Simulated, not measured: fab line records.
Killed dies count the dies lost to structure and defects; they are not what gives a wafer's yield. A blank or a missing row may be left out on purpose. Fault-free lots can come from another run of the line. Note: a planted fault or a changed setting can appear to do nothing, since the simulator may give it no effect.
fab line records	flow sky130
record lots=5	wafers=15	last_day=50
route steps=708 shown METAL5@665 PASSIVATION@681 PAD_OPEN@694
lots untouched by any fault: they come from a run of this same line in which no faults occurred
start_h: hours from the record's opening day to when the first of the lot's shown wafers began	wait_h: hours elapsed since this lot's preceding step	" the same as in the row above	L1.1+2: a row that stands for several wafers	- no value present, or no start provided	* or withheld: withheld	< > ~ a bound
route shown NAME@n: NAME is a module with steps in the file, n the number in the route of the first one	usual: average and standard deviation across the fault-free wafers	same: alike in all rows	chamber/n: place in a boat	sites: readings site by site	_std_site: the standard deviation of these	_edge_site: outer sites' mean less inner sites'	radius_mm: how far each site lies from the wafer's centre	mask NAME#n: copy n	behind: the tool/chamber that last shaped the wafer	hold: cause of the lot's hold/its duration in hours/its outcome	device: whichever transistor did not switch (one of n, p or np)	end of line: the route-end tests of the same wafers	a step without rows: its recipe alone	killed: dies lost to structure and defects at the first sort, not the wafer's yield	map: a wafer's dies, x killed, . not, _ none there
set.NAME: the setting the step ran with; set.NAME@STEP: the setting that earlier step ran with	model.NAME: the simulator's own value behind a step, which no gauge read
lots at some steps of the route; a table a step, a row a wafer
services: a tool's chamber out of use, with start hour (start_h, from the record's first day; less than 0 if before it), hours out, and reason
## steps
# step SKY_METAL5_SPUTTER_04
# recipe material=TiN	target_thk_nm=70	power_w=6500	time_s=58.3	chamber_pressure_pa=0.4
# step SKY_METAL5_RS_MEAS_05
# recipe thk_meas_gauge=four-point-probe	reads=TiN_of_METAL5_SPUTTER_04+Ti_of_METAL5_SPUTTER_03+AlCu_of_METAL5_SPUTTER_02+TiN_of_METAL5_SPUTTER_01+Ti_of_METAL5_SPUTTER_00
# usual METAL5_ALCU_RS=0.02707/0.0003
lot.wafer	tool	chamber	start_h	wait_h	METAL5_ALCU_RS[ohm/sq]
L532.1	film_metro-01	-	1012.60	0.0	0.02675
L532.4	"	-	"	"	0.02704
L532.5	"	-	"	"	0.02694
L536.1	film_metro-02	-	1049.50	0.0	0.02651
L536.4	"	-	"	"	0.02664
L536.6	"	-	"	"	0.02677
L542.1	film_metro-03	-	1074.87	0.0	0.02701
L542.2	"	-	"	"	0.02718
L542.3	"	-	"	"	0.02703
L548.1	film_metro-02	-	1114.42	0.0	0.02726
L548.2	"	-	"	"	0.02713
L548.3	"	-	"	"	0.02722
L554.4	film_metro-03	-	1142.05	0.1	0.02752
L554.5	"	-	"	"	0.02756
L554.6	"	-	"	"	0.02736
# step SKY_METAL5_THK_MEAS_06
# recipe thk_meas_gauge=xrf	reads=AlCu_of_METAL5_SPUTTER_02
# usual METAL5_ALCU_THK=1166/14
lot.wafer	tool	chamber	start_h	wait_h	METAL5_ALCU_THK[nm]
L532.1	film_metro-01	-	1012.72	0.1	1178
L532.4	"	-	"	"	1169
L532.5	"	-	"	"	1167
L536.1	film_metro-02	-	1049.62	0.1	1179
L536.4	"	-	"	"	1183
L536.6	"	-	"	"	1168
L542.1	film_metro-03	-	1074.99	0.1	1184
L542.2	"	-	"	"	1175
L542.3	"	-	"	"	1189
L548.1	film_metro-02	-	1114.54	0.1	1145
L548.2	"	-	"	"	1154
L548.3	"	-	"	"	1154
L554.4	film_metro-03	-	1142.14	0.1	1158
L554.5	"	-	"	"	1155
L554.6	"	-	"	"	1166
# step SKY_METAL5_DEHYDRATE_07
# recipe temp_c=200	time_s=60
# step SKY_METAL5_HMDS_08
# recipe prime_time_s=60	prime_temp_c=120
# step SKY_METAL5_COAT_09
# recipe resist=NOVOLAK	spin_rpm=3000	resist_thk_nm=1800
# step SKY_METAL5_SOFTBAKE_10
# recipe temp_c=90	time_s=58.81	resist=NOVOLAK
# step SKY_METAL5_EXPOSE_11
# recipe mask_id=MM5	na=0.6	source_shape=conventional	sigma_outer=0.6	polarization=unpolarized	target_cd_nm=1600	dose_mj=190
# step SKY_METAL5_PEB_12
# recipe temp_c=withheld	time_s=*	resist=NOVOLAK
# step SKY_METAL5_DEVELOP_13
# recipe resist=NOVOLAK	developer=TMAH	develop_time_s=60	dev_temp_c=23
# step SKY_METAL5_DESCUM_14
# recipe chemistry=O2	source_power_w=150	bias_power_w=0	pressure_mtorr=10	temp_c=40	time_s=11
# usual drypump_motor_current_A=5.7/0.66	oes_product_au=0.998/0.013
lot.wafer	tool	chamber	start_h	wait_h	drypump_motor_current_A	oes_product_au	rf_hours_counter_h
L532.1	rie_metal-03	0	1036.27	0.1	5.6	0.981	17
L532.4	"	0	"	"	5.6	0.976	-
L532.5	"	1	"	"	5.1	1.023	-
L536.1	rie_metal-04	1	1071.42	0.1	6.5	1.017	13
L536.4	"	1	"	"	6.5	0.992	-
L536.6	"	0	"	"	4.7	0.999	-
L542.1	rie_metal-04	0	1095.54	0.1	4.8	0.990	12
L542.2	"	1	"	"	6.4	0.994	16
L542.3	"	1	"	"	6.5	1.000	-
L548.1	rie_metal-02	0	1134.09	0.1	6.7	0.996	29
L548.2	"	1	"	"	5.8	0.988	22
L548.3	"	0	"	"	6.7	0.989	-
L554.4	rie_metal-02	0	1160.35	0.1	6.7	0.986	-
L554.5	"	0	"	"	6.7	0.998	-
L554.6	"	1	"	"	5.8	0.973	-
# step SKY_METAL5_METAL_ETCH_15
# recipe target_depth_a=12600	stop_on=SiO2	over_etch_frac=0.2	time_s=252	chemistry=Cl2/BCl3	resist_sidewall_deg=86	pressure_mtorr=10	icp_w=900	bias_w=48.5	Cl2_flow_sccm=60	bcl3_flow_sccm=30
# usual bcl3_flow_sccm=30.00/0.081	bias_w=48.49/0.13	drypump_motor_current_A=5.7/0.67	oes_product_au=0.894/0.0047	throttle_valve_pct=22.265/0.0087
lot.wafer	tool	chamber	start_h	wait_h	bcl3_flow_sccm	bias_w	drypump_motor_current_A	oes_product_au	rf_hours_counter_h	throttle_valve_pct
L532.1	rie_metal-03	0	1036.30	0.0	29.91	48.44	5.6	0.898	17	22.273
L532.4	"	0	"	"	30.01	48.42	5.6	0.890	-	22.262
L532.5	"	1	"	"	30.15	48.68	5.1	0.891	-	22.262
L536.1	rie_metal-04	1	1071.45	0.0	29.89	48.56	6.5	0.898	13	22.263
L536.4	"	1	"	"	29.88	48.63	6.5	0.891	-	22.259
L536.6	"	0	"	"	30.08	48.62	4.8	0.890	-	22.283
L542.1	rie_metal-04	0	1095.57	0.0	30.09	48.65	4.8	0.900	12	22.259
L542.2	"	1	"	"	30.00	48.41	6.5	0.901	16	22.259
L542.3	"	1	"	"	29.97	48.54	6.5	0.899	-	22.266
L548.1	rie_metal-02	0	1134.13	0.0	30.01	48.30	6.8	0.889	29	22.273
L548.2	"	1	"	"	29.98	48.71	5.8	0.896	23	22.267
L548.3	"	0	"	"	29.89	48.42	6.7	0.885	-	22.264
L554.4	rie_metal-02	0	1160.45	0.1	30.06	48.59	6.7	0.899	-	22.264
L554.5	"	0	"	"	29.96	48.59	6.7	0.895	-	22.249
L554.6	"	1	"	"	30.08	48.50	5.8	0.890	-	22.262
# step SKY_METAL5_STRIP_16
# recipe chemistry=O2/N2	power_w=1400	pressure_mtorr=1500	platen_temp_c=withheld	o2_flow_sccm=3000	n2_flow_sccm=300	overash_fraction=0.5
# usual drypump_motor_current_A=5.90/0.29	n2_flow_sccm=300.0/0.93	oes_product_au=0.711/0.0046	strip_time_to_endpoint_s=13.09/0.16
lot.wafer	tool	chamber	start_h	wait_h	drypump_motor_current_A	n2_flow_sccm	oes_product_au	rf_hours_counter_h	strip_time_to_endpoint_s
L532.1	plasma_asher-02	1	1036.54	0.2	5.53	299.8	0.713	31	13.42
L532.4	"	0	"	"	6.37	300.0	0.715	-	13.24
L532.5	"	0	"	"	6.38	299.6	0.712	-	12.82
L536.1	plasma_asher-03	1	1071.69	0.2	5.96	300.9	0.703	92	12.94
L536.4	"	1	"	"	5.91	300.6	0.702	-	13.15
L536.6	"	1	"	"	5.98	300.8	0.719	-	13.13
L542.1	plasma_asher-03	0	1095.81	0.2	6.20	299.4	0.712	95	13.02
L542.2	"	1	"	"	5.98	298.8	0.700	95	13.05
L542.3	"	1	"	"	5.98	298.6	0.709	-	13.12
L548.1	plasma_asher-01	1	1134.36	0.2	5.74	299.6	0.702	66	13.04
L548.2	"	0	"	"	5.73	300.8	0.712	66	13.26
L548.3	"	0	"	"	5.73	299.8	0.716	-	13.11
L554.4	plasma_asher-01	0	1160.64	0.1	5.73	299.6	0.712	-	13.03
L554.5	"	0	"	"	5.74	300.7	0.713	-	13.01
L554.6	"	1	"	"	5.75	301.2	0.710	-	13.27
# step SKY_METAL5_STRIP_17
# recipe chemistry=post_etch_residue_remover	time_s=1200	temp_c=72.5
# step SKY_METAL5_CLEAN_18
# recipe chemistry=IPA	time_s=180	temp_c=25
# step SKY_METAL5_CLEAN_19
# recipe chemistry=O3/DIW	dry=n2_spin
# step SKY_PASSIVATION_CVD_00
# recipe material=SiO2	target_thk_nm=90	temp_c=400	time_s=withheld	rf_w=587.8
# step SKY_PASSIVATION_THK_MEAS_01
# recipe reads=SiO2_of_PASSIVATION_CVD_00
# usual PASSIVATION_CVD_00_THK=88.6/1.2
lot.wafer	tool	chamber	start_h	wait_h	PASSIVATION_CVD_00_THK[nm]
L532.1	film_metro-04	-	1037.15	-	87.4
L532.4	"	-	"	"	89.0
L532.5	"	-	"	"	89.4
L536.1	film_metro-02	-	1072.37	-	87.0
L536.4	"	-	"	"	89.1
L536.6	"	-	"	"	88.3
L542.1	film_metro-01	-	1096.43	-	86.2
L542.2	"	-	"	"	86.9
L542.3	"	-	"	"	87.7
L548.1	film_metro-01	-	1135.20	-	87.5
L548.2	"	-	"	"	87.0
L548.3	"	-	"	"	86.3
L554.4	film_metro-04	-	1161.28	-	90.0
L554.5	"	-	"	"	90.1
L554.6	"	-	"	"	88.8
# step SKY_PASSIVATION_CVD_02
# recipe material=Si3N4	target_thk_nm=540	temp_c=400	time_s=withheld	rf_w=450
# step SKY_PASSIVATION_THK_MEAS_03
# recipe reads=Si3N4_of_PASSIVATION_CVD_02
# usual PASSIVATION_CVD_02_THK=538/6.9
lot.wafer	tool	chamber	start_h	wait_h	PASSIVATION_CVD_02_THK[nm]
L532.1	film_metro-02	-	1037.44	-	534
L532.4	"	-	"	"	538
L532.5	"	-	"	"	547
L536.1	film_metro-02	-	1072.77	-	529
L536.4	"	-	"	"	545
L536.6	"	-	"	"	545
L542.1	film_metro-02	-	1096.71	-	525
L542.2	"	-	"	"	532
L542.3	"	-	"	"	535
L548.1	film_metro-01	-	1135.48	-	513
L548.2	"	-	"	"	524
L548.3	"	-	"	"	533
L554.4	film_metro-04	-	1161.57	-	540
L554.5	"	-	"	"	535
L554.6	"	-	"	"	538
# step SKY_PASSIVATION_DEHYDRATE_04
# recipe temp_c=200	time_s=60
# step SKY_PASSIVATION_HMDS_05
# recipe prime_time_s=60	prime_temp_c=120
# step SKY_PASSIVATION_COAT_06
# recipe spin_rpm=2000	resist_thk_nm=3000
# step SKY_PASSIVATION_SOFTBAKE_07
# recipe temp_c=110	time_s=withheld
# step SKY_PASSIVATION_EXPOSE_08
# recipe mask_id=NSM	target_cd_nm=3000	na=0.57	dose_mj=260
# step SKY_PASSIVATION_PEB_09
# recipe temp_c=115	time_s=withheld
# step SKY_PASSIVATION_DEVELOP_10
# recipe develop_time_s=60	dev_temp_c=23
# step SKY_PASSIVATION_ETCH_11
# recipe chemistry=CF4/O2	target_depth_nm=725	stop_on=AlCu	source_w=800	bias_w=150	pressure_mtorr=150	cf4_flow_sccm=80	O2_flow_sccm=10	time_s=161.1
# usual bias_w=150.1/0.5	drypump_motor_current_A=5.8/0.42	oes_product_au=0.974/0.0084	throttle_valve_pct=5.964/0.0089
lot.wafer	tool	chamber	start_h	wait_h	bias_w	drypump_motor_current_A	oes_product_au	rf_hours_counter_h	throttle_valve_pct
L532.1	rie_diel-03	0	1060.07	-	150.1	6.4	0.981	3	5.946
L532.4	"	2	"	"	149.9	6.0	0.977	-	5.970
L532.5	"	0	"	"	149.5	6.4	0.988	-	5.975
L536.1	rie_diel-01	1	1093.81	-	150.8	6.3	0.981	16	5.955
L536.4	"	2	"	"	150.1	5.6	0.982	12	5.953
L536.6	"	3	"	"	150.2	4.9	0.978	-	5.960
L542.1	rie_diel-01	3	1116.97	-	150.2	4.9	0.951	14	5.963
L542.2	"	1	"	"	150.2	6.3	0.967	16	5.970
L542.3	"	2	"	"	149.8	5.6	0.969	13	5.970
L548.1	rie_diel-02	2	1153.81	-	149.9	5.8	0.954	30	5.969
L548.2	"	3	"	"	149.6	5.4	0.964	12	5.959
L548.3	"	1	"	"	150.1	6.1	0.964	20	5.958
L554.4	rie_diel-01	0	1178.79	-	150.2	5.7	0.983	8	5.955
L554.5	"	0	"	"	150.7	5.7	0.973	-	5.943
L554.6	"	3	"	"	150.3	4.9	0.974	-	5.976
# step SKY_PASSIVATION_STRIP_12
# recipe chemistry=O2/N2	power_w=1400	pressure_mtorr=1500	platen_temp_c=withheld	overash_fraction=0.7	o2_flow_sccm=3000	n2_flow_sccm=300
# usual drypump_motor_current_A=5.87/0.3	n2_flow_sccm=299.9/0.95	oes_product_au=0.661/0.0045	strip_time_to_endpoint_s=31.52/0.15
lot.wafer	tool	chamber	start_h	wait_h	drypump_motor_current_A	n2_flow_sccm	oes_product_au	rf_hours_counter_h	strip_time_to_endpoint_s
L532.1	plasma_asher-02	0	1060.18	0.1	6.36	299.9	0.661	33	31.51
L532.4	"	0	"	"	6.36	300.3	0.658	-	31.55
L532.5	"	0	"	"	6.36	299.2	0.663	-	31.43
L536.1	plasma_asher-01	1	1093.92	0.1	5.75	297.1	0.660	62	31.65
L536.4	"	1	"	"	5.77	299.2	0.662	-	31.54
L536.6	"	1	"	"	5.77	298.2	0.656	-	31.68
L542.1	plasma_asher-04	1	1117.08	0.1	6.00	300.3	0.656	5	31.80
L542.2	"	0	"	"	6.07	299.5	0.658	5	31.53
L542.3	"	0	"	"	6.06	301.8	0.666	-	31.57
L548.1	plasma_asher-04	0	1153.92	0.1	6.04	299.7	0.663	9	31.43
L548.2	"	1	"	"	5.98	301.6	0.662	9	31.49
L548.3	"	0	"	"	6.06	299.2	0.662	-	31.48
L554.4	plasma_asher-02	1	1178.93	0.1	5.51	299.6	0.666	-	31.45
L554.5	"	1	"	"	5.52	299.1	0.652	-	31.47
L554.6	"	0	"	"	6.38	299.9	0.657	-	31.56
# step SKY_PAD_OPEN_DEHYDRATE_00
# recipe temp_c=200	time_s=60
# step SKY_PAD_OPEN_HMDS_01
# recipe prime_time_s=60	prime_temp_c=120
# step SKY_PAD_OPEN_COAT_02
# recipe spin_rpm=2000	resist_thk_nm=3000
# step SKY_PAD_OPEN_SOFTBAKE_03
# recipe temp_c=110	time_s=withheld
# step SKY_PAD_OPEN_EXPOSE_04
# recipe mask_id=PDM	target_cd_nm=60000	na=0.57	dose_mj=260
# step SKY_PAD_OPEN_PEB_05
# recipe temp_c=115	time_s=withheld
# step SKY_PAD_OPEN_DEVELOP_06
# recipe develop_time_s=60	dev_temp_c=23
# step SKY_PAD_OPEN_ETCH_07
# recipe chemistry=CF4/O2	target_depth_nm=725	stop_on=AlCu	source_w=800	bias_w=150	pressure_mtorr=150	cf4_flow_sccm=80	O2_flow_sccm=10	time_s=161.1
# usual bias_w=150.1/0.4	drypump_motor_current_A=5.7/0.5	oes_product_au=0.975/0.007	throttle_valve_pct=5.963/0.0098
lot.wafer	tool	chamber	start_h	wait_h	bias_w	drypump_motor_current_A	oes_product_au	rf_hours_counter_h	throttle_valve_pct
L532.1	rie_diel-02	0	1081.46	-	149.8	6.0	0.972	13	5.966
L532.4	"	3	"	"	150.5	5.4	0.979	9	5.972
L532.5	"	0	"	"	149.8	6.0	0.988	-	5.956
L536.1	rie_diel-04	0	1113.86	-	149.9	5.5	0.966	20	5.975
L536.4	"	1	"	"	150.3	4.9	0.983	26	5.947
L536.6	"	0	"	"	150.3	5.5	0.977	-	5.965
L542.1	rie_diel-02	3	1136.17	-	150.7	5.4	0.966	12	5.956
L542.2	"	1	"	"	149.2	6.2	0.963	20	5.963
L542.3	"	0	"	"	149.4	6.0	0.965	15	5.957
L548.1	rie_diel-03	1	1171.87	-	149.6	6.0	0.951	4	5.972
L548.2	"	2	"	"	149.5	6.0	0.963	17	5.943
L548.3	"	0	"	"	150.0	6.4	0.975	7	5.947
L554.4	rie_diel-02	3	1194.72	-	149.9	5.4	0.978	-	5.968
L554.5	"	1	"	"	149.7	6.2	0.964	-	5.947
L554.6	"	0	"	"	149.6	6.0	0.983	-	5.971
# step SKY_PAD_OPEN_STRIP_08
# recipe chemistry=O2/N2	power_w=1400	pressure_mtorr=1500	platen_temp_c=withheld	overash_fraction=0.7	o2_flow_sccm=3000	n2_flow_sccm=300
# step SKY_PAD_OPEN_STRIP_09
# recipe chemistry=post_etch_residue_remover	time_s=1200	temp_c=72.5
# step SKY_PAD_OPEN_CLEAN_10
# recipe chemistry=IPA	time_s=180	temp_c=25
# step SKY_PAD_OPEN_CLEAN_11
# recipe chemistry=O3/DIW	dry=n2_spin
# step SKY_PAD_OPEN_ANNEAL_12
# recipe temp_c=402.1	time_s=withheld	ambient=N2/H2	idle_temp_c=300	ramp_up_c_per_min=8	ramp_down_c_per_min=4
# step SKY_PAD_OPEN_PROBE_99
# usual defect_limited_yield=82.5/2	killed_at_M0_to_M3=43/7.6	killed_at_M4_up=2.8/1.9	killed_at_contacts=24/4.7	killed_at_front_end=16/4.4	killed_at_other=0.2/0.4	killed_dies=86/9.9	killed_open=47/8.2	killed_short=39/6.3	sort_bin_3_pad_short=0.8/0.42	sort_bin_5_function=10.4/1.5	sort_bin_6_memory=6.2/1.2	sort_n_pass=406/9.9	sort_yield_pct=82.5/2
# same gross_dies=492	killed_at_back_side=0	sort_bin_4_leakage[%]=0	sort_bin_8_speed[%]=0
lot.wafer	tool	chamber	start_h	wait_h	defect_limited_yield[%]	killed_at_M0_to_M3	killed_at_M4_up	killed_at_contacts	killed_at_front_end	killed_at_other	killed_dies	killed_open	killed_short	sort_bin_3_pad_short[%]	sort_bin_5_function[%]	sort_bin_6_memory[%]	sort_n_pass	sort_yield_pct[%]	model.etest.tester.sort_n_pass	model.etest.tester.sort_yield_pct	model.etest.tester.sort_bin_5_pct	model.etest.tester.sort_bin_3_pct
L532.1	prober-01	-	1083.78	0.1	79.9	56	3	20	20	0	99	55	44	0.6	13.4	6.1	393	79.9	393	79.88	13.41	0.6098
L532.4	prober-01	-	1083.93	0.2	84.8	39	5	18	13	0	75	33	42	1.0	9.6	4.7	417	84.8	417	84.76	9.553	1.016
L532.5	prober-01	-	1083.98	0.2	80.3	43	3	29	22	0	97	50	47	1.2	11.4	7.1	395	80.3	395	80.28	11.38	1.22
L536.1	prober-02	-	1116.21	0.1	80.9	41	1	29	23	0	94	58	36	0.8	13.2	5.1	398	80.9	398	80.89	13.21	0.813
L536.4	prober-02	-	1116.36	0.2	80.3	54	0	26	17	0	97	52	45	1.2	12.6	5.9	395	80.3	395	80.28	12.6	1.22
L536.6	prober-02	-	1116.46	0.2	82.1	53	3	23	9	0	88	39	49	2.0	9.6	6.3	404	82.1	404	82.11	9.553	2.033
L542.1	prober-02	-	1138.53	0.1	73.4	47	51	16	16	1	131	42	42	3.9	15.2	7.5	361	73.4	361	73.37	15.24	3.862
L548.1	prober-02	-	1174.19	0.1	83.3	40	1	26	14	1	82	48	34	0.4	9.6	6.7	410	83.3	410	83.33	9.553	0.4065
L548.2	prober-02	-	1174.24	0.1	82.3	51	1	19	16	0	87	51	36	0.8	10.4	6.5	405	82.3	405	82.32	10.37	0.813
L548.3	prober-02	-	1174.29	0.2	84.3	39	1	20	17	0	77	45	32	0.6	8.1	6.9	415	84.3	415	84.35	8.13	0.6098
L554.4	prober-02	-	1197.18	0.2	80.5	44	2	32	17	1	96	47	49	1.8	11.0	6.7	396	80.5	396	80.49	10.98	1.829
L554.5	prober-02	-	1197.23	0.2	81.1	50	1	29	13	0	93	48	45	0.6	10.8	7.5	399	81.1	399	81.1	10.77	0.6098
L554.6	prober-02	-	1197.28	0.2	83.5	43	1	17	20	0	81	48	33	0.8	11.2	4.5	411	83.5	411	83.54	11.18	0.813
# killed by level:class
L532.1 VIA1:geometric_particle:open=12 METAL2:geometric_particle:short=11 VIA2:geometric_particle:open=8 LI_CONTACT:geometric_particle:open=7 VIA1:geometric_particle:short=7 FIELD_ISO:geometric_particle:open=6 POLY_GATE:geometric_particle:open=5 CONTACT:geometric_particle:open=5
L532.4 CONTACT:geometric_particle:open=9 VIA3:geometric_particle:open=6 METAL1:geometric_particle:short=5 VIA1:geometric_particle:open=5 VIA2:geometric_particle:open=5 METAL4:geometric_particle:short=5 VIA1:geometric_particle:short=4 METAL3:geometric_particle:short=4
L532.5 LI_CONTACT:geometric_particle:open=10 VIA1:geometric_particle:open=8 CONTACT:geometric_particle:short=6 VIA2:geometric_particle:open=6 METAL1:geometric_particle:short=6 POLY_GATE:geometric_particle:open=5 VIA3:geometric_particle:open=5 LOCAL_INTERCONNECT:geometric_particle:short=5
L536.1 LI_CONTACT:geometric_particle:open=11 VIA1:geometric_particle:open=11 FIELD_ISO:geometric_particle:open=8 CONTACT:geometric_particle:open=8 VIA2:geometric_particle:open=7 METAL2:geometric_particle:short=5 VIA3:geometric_particle:open=5 FIELD_ISO:geometric_particle:short=4
L536.4 VIA1:geometric_particle:open=13 CONTACT:geometric_particle:open=13 VIA3:geometric_particle:open=10 METAL1:geometric_particle:short=9 VIA1:geometric_particle:short=7 LI_CONTACT:geometric_particle:open=6 FIELD_ISO:geometric_particle:short=5 METAL2:geometric_particle:short=5
L536.6 VIA1:geometric_particle:open=17 METAL2:geometric_particle:short=9 LI_CONTACT:geometric_particle:short=7 METAL1:geometric_particle:short=7 VIA1:geometric_particle:short=6 CONTACT:geometric_particle:open=5 VIA3:geometric_particle:short=5 LI_CONTACT:geometric_particle:open=5
L542.1 METAL5:unspecified=47 VIA2:geometric_particle:open=8 CONTACT:geometric_particle:open=8 METAL3:geometric_particle:short=8 FIELD_ISO:geometric_particle:short=7 VIA1:geometric_particle:open=7 METAL1:geometric_particle:short=6 LI_CONTACT:geometric_particle:open=5
L548.1 METAL2:geometric_particle:short=9 CONTACT:geometric_particle:open=8 VIA2:geometric_particle:open=8 VIA1:geometric_particle:open=7 LI_CONTACT:geometric_particle:open=7 POLY_GATE:geometric_particle:open=5 LOCAL_INTERCONNECT:geometric_particle:short=5 FIELD_ISO:geometric_particle:open=4
L548.2 VIA1:geometric_particle:open=9 VIA2:geometric_particle:open=8 VIA1:geometric_particle:short=7 VIA3:geometric_particle:open=7 METAL1:geometric_particle:short=6 LOCAL_INTERCONNECT:geometric_particle:short=6 CONTACT:geometric_particle:open=6 FIELD_ISO:geometric_particle:open=5
L548.3 VIA1:geometric_particle:open=8 CONTACT:geometric_particle:open=7 LI_CONTACT:geometric_particle:open=6 VIA3:geometric_particle:open=6 VIA1:geometric_particle:short=6 METAL2:geometric_particle:short=6 POLY_GATE:geometric_particle:open=5 FIELD_ISO:geometric_particle:short=4
L554.4 CONTACT:geometric_particle:open=9 METAL1:geometric_particle:short=9 LI_CONTACT:geometric_particle:open=8 VIA1:geometric_particle:open=8 CONTACT:geometric_particle:short=7 FIELD_ISO:geometric_particle:open=5 VIA3:geometric_particle:short=5 VIA3:geometric_particle:open=5
L554.5 CONTACT:geometric_particle:open=11 VIA1:geometric_particle:open=10 METAL2:geometric_particle:short=9 CONTACT:geometric_particle:short=8 VIA3:geometric_particle:open=7 LOCAL_INTERCONNECT:geometric_particle:short=5 VIA1:geometric_particle:short=5 FIELD_ISO:geometric_particle:open=4
L554.6 VIA2:geometric_particle:open=9 VIA3:geometric_particle:open=8 VIA1:geometric_particle:open=7 FIELD_ISO:geometric_particle:short=6 CONTACT:geometric_particle:open=6 METAL2:geometric_particle:short=5 POLY_GATE:geometric_particle:short=4 LI_CONTACT:geometric_particle:open=4
# map L542.1 (x killed, . not)
__________........x._________
________.....x..x.x..._______
______....x........x...x_____
_____.............xx.x...____
____.....x.....x..........___
___................x.x....x__
__x...x.xx...x........x....._
_.x...x...x..x.x........x...x
_.....x......x.......x....xx.
_....x.x.x..x.......xxx..x...
_.........x.......xxxxxxxx...
_........x..x.x.x.x.xxxxxx...
_...x............xxxxxxxxxxx.
_..xxxx.x..x.xx...xxxxxxxx...
_.x.x..x.x........xxxxxxx....
__..x..x.xx.x....x.xxx..x..._
___...x....x.........xxx...__
____....xx.....x..x.xx.x..___
_____..x.........xx......____
______.x....x..x.....x.._____
________......x....x.._______
__________.........._________
# map L536.4 (x killed, . not)
__________.x.....x.._________
________x.xx....xx...._______
______........x....x.x.._____
_____x.x.xx....xx........____
____..x...................___
___x........x.xx..x.....x..__
__..x...x..........x..x....._
_.x..........xxxx......x.....
_.....x...........x....x.....
_.x......x..xx...xx.x..x.xx..
_...x.......................x
_x.x.x..x............x......x
_..x.x..........x............
_x..x..................x.....
_.........x.xx..xxx..........
__.x.x.....x...x....x..x...._
___xx.x.xx.x....x...x..x...__
____x...x........x....x.x.___
_____x.x.x....x.xx.x.....____
______...........x......_____
________x............._______
__________..x...x..._________
## services
tool	chamber	start_h	hours	kind
plasma_asher-04	-	1025.51	3.9	repair
rie_diel-03	1	1042.41	-	clean
rie_diel-03	1	1042.41	22.9	scheduled_down
rie_diel-03	1	1042.41	22.9	vent_cycle
plasma_asher-03	-	1050.57	5.4	repair
plasma_asher-04	-	1055.25	9.0	pm
rie_metal-04	0	1072.85	6.4	repair
plasma_asher-02	-	1085.28	0.6	repair
rie_diel-01	2	1099.52	9.9	repair
rie_diel-03	2	1104.24	13.3	repair
rie_metal-04	-	1119.07	2.8	pm
rie_diel-04	1	1140.18	8.6	repair
rie_diel-02	2	1140.81	2.5	repair
rie_diel-04	0	1145.42	4.0	repair
rie_metal-03	0	1147.38	5.5	repair
rie_metal-04	-	1151.20	1.4	pm
rie_diel-04	-	1171.57	14.6	pm
rie_metal-04	-	1179.49	0.6	repair
rie_diel-02	2	1180.47	-	clean
rie_diel-02	2	1180.47	-	consumable_replace:focus_ring
rie_diel-02	2	1180.47	15.0	scheduled_down
rie_diel-02	2	1180.47	15.0	vent_cycle
rie_diel-01	2	1188.97	5.4	repair
rie_diel-04	0	1189.29	5.7	repair
## key
first_sign step=SKY_PAD_OPEN_PROBE_99	reading=killed_at_M4_up	direction=up	sigmas=26	usual=2.8	struck=51
effect step=SKY_PAD_OPEN_PROBE_99	reading=sort_bin_3_pad_short	direction=up	sigmas=7.2	usual=0.8	struck=3.9
model_effect step=SKY_PAD_OPEN_PROBE_99	value=etest.tester.sort_n_pass	without=399	struck=361
met_at SKY_METAL5_STRIP_16
struck_wafers L542.1
fault kind=chamber_particle_source	tool=plasma_asher-03	chamber=0	onset_h=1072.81	steps=SKY_METAL5_STRIP_16	rate_per_visit_cm2=0.599	end_h=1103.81
